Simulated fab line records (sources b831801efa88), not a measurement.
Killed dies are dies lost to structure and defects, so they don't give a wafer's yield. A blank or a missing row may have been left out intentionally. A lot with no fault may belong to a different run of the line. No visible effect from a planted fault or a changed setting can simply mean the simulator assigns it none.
A lot that was struck, set against a sound lot :: flow sky130 :: 34 steps out of a route of 708
Sound: wafers L423.1, L423.3, L423.5. Wafers struck: L431.2, L431.4, L431.6. The cause comes at the end.
Per side, at each step with rows, come the tool, then ch with its chambers, and then its first start. Under that, the readings that differ: sound wafers :: struck wafers :: difference of the means :: sigmas: that difference in standard deviations of wafers without a fault.
alike: same words and numbers on both sides, and readings whose means sit less than 2 such deviations apart. not compared: any withheld reading, any reading some wafer has no value for, any bound like >300 that may hide the same value, and any number with overlapping values for which the record gives no deviation.
The two part at a step that has a row with sigmas, a row that says differs or no value, or rows on one side only. Non-overlapping numbers with no deviation appear without sigmas and do not part them. A reading that every wafer of one side lacks parts them only if that side has two wafers or more.

first, 9 steps without rows for these wafers: SKY_VIA3_CMP_02 (polishes SiO2); SKY_VIA3_DEHYDRATE_04 (time 60 s); SKY_VIA3_HMDS_05 (prime time 60 s); SKY_VIA3_COAT_06 (resist thk 60 nm); SKY_VIA3_COAT_07 (resist thk 450 nm); SKY_VIA3_SOFTBAKE_08 (time 90 s); SKY_VIA3_EXPOSE_09 (exposes mask VIM3, target cd 200 nm); SKY_VIA3_PEB_10; SKY_VIA3_DEVELOP_11 (develop time 60 s).
SKY_VIA3_ETCH_14: etches BARC in N2/H2, stops on SiO2, time 45.9 s, target depth 60 nm.
  sound on rie diel-04 ch 1,2,3, day 40 11:32; struck on rie diel-04 ch 1,3, day 42 23:34
  alike: drypump motor current A, oes product au, rf fwd power W, throttle valve pct
  not compared: rf hours counter h
then, 23 steps without rows for these wafers: SKY_VIA3_ETCH_15 (etches SiO2 in C4F8/O2/Ar, stops on TiN, target depth 507 nm, time 78 s); SKY_VIA3_STRIP_16 (strips in O2/N2); SKY_VIA3_STRIP_17 (strips in post etch residue remover, time 1200 s); SKY_VIA3_CLEAN_18 (cleans in IPA, time 180 s); SKY_VIA3_CLEAN_19 (cleans in O3/DIW); SKY_VIA3_SPUTTER_20 (material TiN, target thk 20 nm, time 80 s); SKY_VIA3_CVD_21 (deposits W, target thk 390 nm, time 117.31 s); SKY_VIA3_CMP_24 (polishes, stops on SiO2, t overpolish 20 s, target thk 0 nm); SKY_METAL4_SPUTTER_00 (material Ti, target thk 15 nm, time 10 s); SKY_METAL4_SPUTTER_01 (material TiN, target thk 20 nm, time 16.7 s); SKY_METAL4_SPUTTER_02 (material AlCu, target thk 735 nm, time 39.1 s); SKY_METAL4_SPUTTER_03 (material Ti, target thk 5 nm, time 3.3 s); SKY_METAL4_SPUTTER_04 (material TiN, target thk 70 nm, time 58.3 s); SKY_CAP2M_CVD_00 (deposits SiO2, target thk 15.5 nm); SKY_CAP2M_SPUTTER_02 (material TiN, target thk 200 nm, time 166.7 s); SKY_CAP2M_DEHYDRATE_05 (time 60 s); SKY_CAP2M_HMDS_06 (prime time 60 s); SKY_CAP2M_COAT_07 (resist thk 1140 nm); SKY_CAP2M_SOFTBAKE_08 (time 60 s); SKY_CAP2M_EXPOSE_09 (exposes mask CAP2M, target cd 1000 nm); SKY_CAP2M_PEB_10; SKY_CAP2M_DEVELOP_11 (develop time 60 s); SKY_CAP2M_METAL_ETCH_13 (etches TiN in Cl2/BCl3, stops on SiO2, target depth 220 nm, time 62.9 s).
-- the record jumps here: 6 days lie between the struck wafers' starts before and after (it left off in module CAP2M and takes up again in module PAD_OPEN, whose first step shown is number 708 of the route) --
SKY_PAD_OPEN_PROBE_99:
  sound on prober-01, day 46 11:15; struck on prober-01, day 48 14:28
reading: defect limited yield (%)
sound: 79.5 85.4 84.3
struck: 70.1 78.5 74.4
difference: -8.7
sigmas: -4

reading: killed_at_M0_to_M3
sound: 42 39 40
struck: 86 75 90
difference: +43
sigmas: +6

reading: killed dies
sound: 101 72 77
struck: 147 106 126
difference: +43
sigmas: +4

reading: sort_bin_3_pad_short (%)
sound: 1.2 1.0 0.6
struck: 4.7 2.4 2.0
difference: +2.1
sigmas: +5

reading: sort_bin_5_function (%)
sound: 11.8 9.6 8.9
struck: 16.5 13.4 17.7
difference: +5.8
sigmas: +4

reading: sort n pass
sound: 391 420 415
struck: 345 386 366
difference: -43
sigmas: -4

reading: sort yield pct (%)
sound: 79.5 85.4 84.3
struck: 70.1 78.5 74.4
difference: -8.7
sigmas: -4

reading: model.etest.tester.sort n pass
sound: 391 420 415
struck: 345 386 366
difference: -43
sigmas: 

reading: model.etest.tester.sort yield pct (%)
sound: 79.47 85.37 84.35
struck: 70.12 78.46 74.39
difference: -8.74
sigmas: 

reading: model.etest.tester.sort_bin_5_pct (%)
sound: 11.79 9.553 8.943
struck: 16.46 13.41 17.68
difference: +5.75
sigmas: 

reading: model.etest.tester.sort_bin_3_pct (%)
sound: 1.22 1.016 0.6098
struck: 4.675 2.439 2.033
difference: +2.100
sigmas: 
  alike: killed_at_M4_up, killed at contacts, killed at front end, killed at other, killed open, killed short, sort_bin_6_memory

WHERE THEY PART
Only at SKY_PAD_OPEN_PROBE_99, within this record.

WHY: whatever the simulator had introduced
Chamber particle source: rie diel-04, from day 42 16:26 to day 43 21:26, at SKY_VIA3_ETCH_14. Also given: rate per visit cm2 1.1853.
